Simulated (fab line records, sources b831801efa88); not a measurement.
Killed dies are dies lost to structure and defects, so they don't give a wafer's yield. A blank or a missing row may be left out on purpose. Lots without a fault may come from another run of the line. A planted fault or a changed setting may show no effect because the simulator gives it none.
Which tool did it? | flow sky130 | 13 lots, 39 wafers sampled, at 7 steps of a route of 708

WHAT THE GAUGES READ, wafer by wafer
SKY_LDD_N_OVL_MEAS_07. Usual: LDD_N_OVL -0.1 nm, standard deviation 1.3.
lot  | measured     | on         | LDD_N_OVL (nm) | flag
L935 | day 17 10:37 | overlay-01 | -0.5 0.3 -1.0  |
L938 | day 18 21:43 | overlay-02 | - - -          | OFF
L943 | day 20 21:54 | overlay-02 | -3.2 -0.5 0.3  |
L947 | day 22 02:38 | overlay-01 | -2.3 -1.5 -1.1 |
L948 | day 22 14:22 | overlay-01 | 0.5 3.1 2.3    |
L949 | day 23 03:17 | overlay-01 | 1.1 2.0 -0.2   |
L950 | day 23 11:41 | overlay-02 | -0.6 -0.6 -0.1 |
L951 | day 23 19:02 | overlay-01 | 1.1 2.4 2.4    |
L952 | day 24 02:18 | overlay-02 | 0.7 0.3 1.6    |
L953 | day 24 05:56 | overlay-02 | -1.7 -0.9 0.2  |
L954 | day 25 00:59 | overlay-01 | 0.1 -1.1 -0.2  |
L956 | day 25 13:24 | overlay-02 | -0.3 -0.5 -0.3 |
L957 | day 27 04:35 | overlay-01 | -0.2 -0.2 -0.9 |

SKY_LDD_N_TW_MEAS_17. Usual: LDD_N_TW 2574, standard deviation 18.
lot  | measured     | on            | LDD_N_TW       | flag
L935 | day 17 11:58 | film_metro-02 | 2588 2582 2585 |
L938 | day 18 23:04 | film_metro-02 | 30 30 30       | OFF
L943 | day 20 23:14 | film_metro-02 | 2582 2579 2576 |
L947 | day 22 03:58 | film_metro-01 | 2541 2536 2535 |
L948 | day 22 15:42 | film_metro-01 | 2546 2547 2539 |
L949 | day 23 04:37 | film_metro-02 | 2586 2582 2571 |
L950 | day 23 13:01 | film_metro-02 | 2599 2579 2587 |
L951 | day 23 20:22 | film_metro-03 | 2577 2564 2566 |
L952 | day 24 03:38 | film_metro-03 | 2581 2587 2573 |
L953 | day 24 07:17 | film_metro-03 | 2593 2565 2583 |
L954 | day 25 02:20 | film_metro-02 | 2571 2578 2570 |
L956 | day 25 14:44 | film_metro-03 | 2582 2585 2588 |
L957 | day 27 05:56 | film_metro-02 | 2582 2589 2591 |

SKY_LDD_P_TW_MEAS_11. Usual: LDD_P_TW 637, standard deviation 4.2.
lot  | measured     | on            | LDD_P_TW       | flag
L935 | day 18 17:14 | film_metro-02 | 638 639 639    |
L938 | day 20 06:03 | film_metro-04 | 2590 2603 2608 | OFF
L943 | day 22 06:06 | film_metro-04 | 638 639 638    |
L947 | day 23 10:16 | film_metro-04 | 641 642 641    |
L948 | day 23 22:51 | film_metro-03 | 632 632 631    |
L949 | day 24 10:10 | film_metro-03 | 635 631 634    |
L950 | day 24 17:31 | film_metro-03 | 636 636 637    |
L951 | day 25 00:18 | film_metro-03 | 636 636 635    |
L952 | day 25 08:43 | film_metro-04 | 644 641 644    |
L953 | day 25 12:22 | film_metro-04 | 641 640 640    |
L954 | day 26 07:38 | film_metro-03 | 629 628 633    |
L956 | day 26 19:42 | film_metro-02 | 640 638 638    |
L957 | day 28 11:07 | film_metro-02 | 629 631 631    |

SKY_LDD_HVP_TW_MEAS_10. Usual: LDD_HVP_TW 456, standard deviation 4.7.
lot  | measured     | on            | LDD_HVP_TW  | flag
L935 | day 21 06:26 | film_metro-01 | 454 454 453 |
L938 | day 22 20:40 | film_metro-04 | 459 464 463 |
L943 | day 24 17:46 | film_metro-04 | 462 460 458 |
L947 | day 25 20:43 | film_metro-01 | 454 454 452 |
L948 | day 26 07:47 | film_metro-01 | 452 451 454 |
L949 | day 26 19:53 | film_metro-01 | 452 451 452 |
L950 | day 27 03:17 | film_metro-01 | 449 448 449 |
L951 | day 27 11:41 | film_metro-01 | 453 450 449 |
L952 | day 27 17:19 | film_metro-04 | 463 462 462 |
L953 | day 27 22:02 | film_metro-04 | 461 462 463 |
L954 | day 28 17:07 | film_metro-04 | 462 462 462 |
L956 | day 29 03:53 | film_metro-03 | 452 454 452 |
L957 | day 30 19:54 | film_metro-03 | 455 459 453 |

SKY_CONTACT_THK_MEAS_26: measures by xrf. Usual: CONTACT_W_THK 348 nm, standard deviation 5.1.
lot  | measured     | on            | CONTACT_W_THK (nm) | flag
L935 | day 31 06:19 | film_metro-02 | 342 337 337        |
L938 | day 33 04:00 | film_metro-03 | 354 355 353        |
L943 | day 34 10:02 | film_metro-03 | 353 349 351        |
L947 | day 35 06:49 | film_metro-03 | 350 354 349        |
L948 | day 35 21:14 | film_metro-01 | 349 351 346        |
L949 | day 36 05:28 | film_metro-01 | 354 348 349        |
L950 | day 36 12:54 | film_metro-03 | 352 350 351        |
L951 | day 36 20:38 | film_metro-03 | 341 344 347        |
L952 | day 37 05:03 | film_metro-03 | 351 353 349        |
L953 | day 37 06:43 | film_metro-03 | 346 349 348        |
L954 | day 38 00:54 | film_metro-02 | 350 352 347        |
L956 | day 38 09:05 | film_metro-01 | 347 348 345        |
L957 | day 39 22:20 | film_metro-02 | 342 345 340        |

WHICH TOOL RAN EACH LOT (tool, then ch and the chambers of the sampled wafers, then the start)
lot  | SKY_LDD_N_EXPOSE_04                 | SKY_LOCAL_INTERCONNECT_STRIP_15
L935 | iline_stepper-02 ch 0, day 16 20:35 | plasma_asher-01 ch 0,1, day 30 00:14
L938 | iline_stepper-01 ch 0, day 18 07:00 | plasma_asher-04 ch 0,1, day 31 21:56
L943 | iline_stepper-02 ch 0, day 20 06:34 | plasma_asher-04 ch 1, day 33 05:10
L947 | iline_stepper-02 ch 0, day 21 11:08 | plasma_asher-01 ch 0,1, day 34 02:53
L948 | iline_stepper-02 ch 0, day 21 23:04 | plasma_asher-04 ch 0,1, day 34 16:28
L949 | iline_stepper-01 ch 0, day 22 12:18 | plasma_asher-04 ch 0,1, day 35 00:50
L950 | iline_stepper-01 ch 0, day 22 20:19 | plasma_asher-04 ch 0,1, day 35 08:13
L951 | iline_stepper-02 ch 0, day 23 04:35 | plasma_asher-04 ch 0,1, day 35 16:13
L952 | iline_stepper-02 ch 0, day 23 11:22 | plasma_asher-01 ch 0,1, day 36 00:52
L953 | iline_stepper-01 ch 0, day 23 15:35 | plasma_asher-03 ch 0,1, day 36 02:25
L954 | iline_stepper-01 ch 0, day 24 12:29 | plasma_asher-01 ch 0,1, day 36 20:38
L956 | iline_stepper-01 ch 0, day 24 22:39 | plasma_asher-01 ch 0,1, day 37 05:01
L957 | iline_stepper-01 ch 0, day 26 13:56 | plasma_asher-04 ch 0,1, day 38 19:23
- SKY_LDD_N_EXPOSE_04: exposes mask NTM, target cd 840 nm.
- SKY_LOCAL_INTERCONNECT_STRIP_15: strips in O2/N2.

WHAT THE TOOLS THEMSELVES READ (means of the sampled wafers that have a number; where no wafer has one, the mark that the record gives instead)
SKY_LDD_N_EXPOSE_04. Usual: exposure_dose_mJ_cm2 109.99, standard deviation 0.1.
lot  | tool             | exposure_dose_mJ_cm2 | flag
L935 | iline_stepper-02 | 109.98               |
L938 | iline_stepper-01 | 109.99               |
L943 | iline_stepper-02 | 110.02               |
L947 | iline_stepper-02 | 110.01               |
L948 | iline_stepper-02 | 109.86               |
L949 | iline_stepper-01 | 109.84               |
L950 | iline_stepper-01 | 109.93               |
L951 | iline_stepper-02 | 110.02               |
L952 | iline_stepper-02 | 110.16               |
L953 | iline_stepper-01 | 109.97               |
L954 | iline_stepper-01 | 109.90               |
L956 | iline_stepper-01 | 109.91               |
L957 | iline_stepper-01 | 109.88               |

SKY_LOCAL_INTERCONNECT_STRIP_15. Usual: drypump_motor_current_A 5.6 A, standard deviation 0.48; oes_product_au 0.427 a.u., standard deviation 0.0049; strip_time_to_endpoint_s 4.725 s, standard deviation 0.018.
lot  | tool            | drypump_motor_current_A (A) | oes_product_au (a.u.) | strip_time_to_endpoint_s (s) | flag
L935 | plasma_asher-01 | 5.8                         | 0.429                 | 4.731                        |
L938 | plasma_asher-04 | 5.5                         | 0.426                 | 4.723                        |
L943 | plasma_asher-04 | 4.9                         | 0.428                 | 4.708                        |
L947 | plasma_asher-01 | 6.0                         | 0.423                 | 4.726                        |
L948 | plasma_asher-04 | 5.2                         | 0.427                 | 4.721                        |
L949 | plasma_asher-04 | 5.2                         | 0.423                 | 4.707                        |
L950 | plasma_asher-04 | 5.2                         | 0.429                 | 4.727                        |
L951 | plasma_asher-04 | 5.2                         | 0.430                 | 4.751                        |
L952 | plasma_asher-01 | 6.0                         | 0.422                 | 4.717                        |
L953 | plasma_asher-03 | 6.1                         | 0.426                 | 4.712                        |
L954 | plasma_asher-01 | 6.0                         | 0.426                 | 4.712                        |
L956 | plasma_asher-01 | 5.7                         | 0.428                 | 4.726                        |
L957 | plasma_asher-04 | 5.2                         | 0.431                 | 4.694                        |

THE ANSWER, worked out from the rows above alone
Rule: a lot is off if the mean of its wafers that have a number lies more than 3 standard deviations from the usual mean. A lot without any number at a reading at which 4 lots or more have one is off too. The other lots that the step has rows for count as sound. The gauges are gone through in route order, then the tools' own readings, and for those a lot's mean is taken as printed above. The first step at which some lot is off is used, and at that step the reading that is off furthest; a lot without a number counts as furthest.
Off: L938, at SKY_LDD_N_OVL_MEAS_07 (LDD_N_OVL). Without a number there: L938.
A tool fits if, at a process step before that reading, it ran every lot that is off, and no sound lot after the first of them. The gauges at SKY_LDD_N_OVL_MEAS_07 aren't tried: what is off there is off at SKY_LDD_N_TW_MEAS_17 too, on other tools, and a gauge's error can't cause that. None of those tried fits.

WHAT THE SIMULATOR HAD PUT IN
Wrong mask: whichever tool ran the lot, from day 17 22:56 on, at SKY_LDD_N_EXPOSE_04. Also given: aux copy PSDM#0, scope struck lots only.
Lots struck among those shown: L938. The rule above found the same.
